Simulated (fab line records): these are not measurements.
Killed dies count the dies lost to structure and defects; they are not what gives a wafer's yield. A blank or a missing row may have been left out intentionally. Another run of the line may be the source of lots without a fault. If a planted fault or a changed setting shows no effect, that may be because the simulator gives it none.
A lot that was struck, set against a sound lot    flow gf180mcu    14 out of 602 route steps
Sound: the wafers L968.1, L968.4, L968.6. Struck: wafer L960.2 (L960.1, L960.4, from the same lot, were not struck and are left out); the cause is given at the end.
Per side, at each step with rows, come the tool, then ch with its chambers, and then its first start. Under that, the readings that differ: sound wafers    struck wafers    difference of the means    sigmas: that difference in standard deviations of wafers without a fault.
alike: readings whose means differ by less than 2 such deviations, and words and numbers that are the same on both sides. not compared: withheld readings, readings that some wafer has no value for, bounds like >300 that may hide the same value, and numbers for which the record gives no deviation and whose values overlap.
Wherever a step has rows on one side only, a row that says differs or no value, or a row with sigmas, the two part there. Numbers that don't overlap but have no deviation are shown without sigmas and don't part them. A reading that every wafer of one side lacks parts them only if that side has two wafers or more.

GF_V4_CD_MEAS_14: the cd target is 260 nm.
  struck on cd_sem-02, day 27 20:13; sound on cd_sem-02, day 30 07:04
  alike: cd_nm
GF_V4_OVL_MEAS_15:
  struck on overlay-01, day 27 20:20; sound on overlay-02, day 30 07:11
  alike: V4_OVL
then, 1 step without rows for these wafers: GF_V4_ETCH_16 (etches BARC in N2/H2).
GF_V4_ETCH_17: etches SiO2 in C4F8/O2/Ar, stops on TiN, target depth 630 nm.
  sound on rie_diel-03 ch 2,3; struck on rie_diel-02 ch 2
  alike: oes_product_au, rf_fwd_power_W
GF_V4_STRIP_18: strips in O2/N2.
  sound on plasma_asher-03 ch 0,1, day 30 07:21; struck on plasma_asher-02 ch 0, day 27 20:30
reading             sound        struck  difference  sigmas
heater_power_w (W)  333 350 330  292     -46         -2
  alike: drypump_motor_current_A, oes_product_au
  not compared: rf_hours_counter_h
then, 3 steps without rows for these wafers: GF_V4_STRIP_19 (strips in post etch residue remover, time 1200 s); GF_V4_CLEAN_20 (cleans in DIW); GF_V4_SPUTTER_21 (material Ti, target thk 15 nm, time 80.02 s).
GF_V4_SPUTTER_22: material TiN, target thk 10 nm, time 40 s.
  struck on pvd_sputter-03, day 27 21:07; sound on pvd_sputter-03, day 30 08:02
  alike: throttle_valve_pct
GF_V4_CVD_23: deposits W, target thk 350 nm, time 104.9 s.
  sound on cvd_w-02 ch 0,1, day 30 08:04; struck on cvd_w-01 ch 0, day 27 21:09
reading                   sound        struck  difference  sigmas
heater_power_outer_w (W)  502 562 491  422     -96         -2
  alike: heater_power_w
  not compared: since_wet_clean_h
GF_V4_RS_MEAS_24: a four-point-probe measurement.
  struck on film_metro-01, day 27 21:16; sound on film_metro-01, day 30 08:11
  alike: V4_W_RS
GF_V4_THK_MEAS_25: measures by xrf.
  struck on film_metro-01, day 27 21:23; sound on film_metro-01, day 30 08:18
  alike: V4_W_THK
GF_V4_CMP_26: polishes, stops on SiO2, t overpolish 15 s, target thk 0 nm.
  sound on cmp-01 ch 0,1,3, day 30 08:28; struck on cmp-02 ch 0, day 27 21:27
reading                 sound                 struck  difference  sigmas
motor_current_A (A)     10.3 10.2 10.5        12.0    +1.7        +2
overpolish_run_s (s)    15.007 14.999 14.999  0.053   -14.949     -99 or more
time_to_endpoint_s (s)  84.9 88.0 85.6        128.9   +42.7       +16
  alike: platen_rpm
GF_MIM_SPUTTER_00: material Ti, target thk 37.5 nm, time 150 s.
  sound wafers here have rows in the record (pvd_sputter-04, day 30 08:40); struck ones have none

== WHERE THEY PART ==
At GF_V4_STRIP_18 first; at GF_MIM_SPUTTER_00 last (within this record only).

WHY: the cause the simulator had injected
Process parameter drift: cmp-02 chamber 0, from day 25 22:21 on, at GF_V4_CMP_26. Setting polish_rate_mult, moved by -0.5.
